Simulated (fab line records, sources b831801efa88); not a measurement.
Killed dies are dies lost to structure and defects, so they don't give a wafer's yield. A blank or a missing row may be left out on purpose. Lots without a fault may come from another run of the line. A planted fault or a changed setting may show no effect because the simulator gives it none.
Chamber matching | flow sky130 | SKY_VIA4_CMP_02 on cmp-01: 4 sister chambers
The step polishes SiO2. 20 wafers are shown with their chamber, then 10 later ones without.

WAFERS WITH THEIR CHAMBER
wafer  | chamber | motor_current_A (A)
L796.3 | 3       | 10.8
L796.4 | 1       | 10.8
L796.5 | 0       | 13.0
L798.2 | 1       | 10.8
L798.4 | 0       | 13.1
L798.6 | 1       | 11.3
L797.4 | 2       | 9.5
L797.5 | 0       | 12.5
L797.6 | 1       | 11.4
L799.1 | 0       | 12.5
L799.3 | 2       | 9.6
L799.6 | 0       | 13.7
L800.1 | 3       | 11.3
L800.5 | 1       | 10.6
L800.6 | 2       | 9.3
L803.3 | 0       | 12.8
L803.5 | 1       | 11.3
L803.6 | 0       | 13.5
L802.3 | 3       | 11.5
L802.4 | 2       | 9.6

SIGNATURES (means of the wafers above)
reading         | chamber 0 | chamber 1 | chamber 2 | chamber 3 | scatter within a chamber
motor_current_A | 13.014    | 11.033    | 9.500     | 11.200    | 0.369
Rule: a wafer's distance from a chamber is the root of the sum, over the readings, of the square of ((its reading less the chamber's mean) divided by the reading's scatter). The wafer belongs to the nearest chamber; if the next one is less than 2 further off, it can't be placed. The scatter: the root of (the sum of the squares of (reading less its chamber's mean) over the shown wafers, divided by (wafers less chambers)).

WAFERS WITHOUT THEIR CHAMBER
wafer  | motor_current_A (A)
L802.5 | 13.0
L804.1 | 9.1
L804.5 | 11.1
L804.6 | 13.1
L809.1 | 11.4
L809.2 | 10.8
L809.6 | 11.3
L810.1 | 11.2
L810.3 | 9.5
L810.5 | 9.0

WHICH CHAMBER EACH WENT THROUGH
wafer  | from the rows above     | in truth
L802.5 | 0                       | 0
L804.1 | 2                       | 2
L804.5 | can't be placed: 1 or 3 | 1
L804.6 | 0                       | 0
L809.1 | can't be placed: 3 or 1 | 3
L809.2 | can't be placed: 1 or 3 | 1
L809.6 | can't be placed: 3 or 1 | 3
L810.1 | can't be placed: 3 or 1 | 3
L810.3 | 2                       | 2
L810.5 | 2                       | 2
Placed correctly: 5 of 10. Can't be placed from these rows: 5 (the true chamber is among the candidates in 5). Placed wrongly: 0.
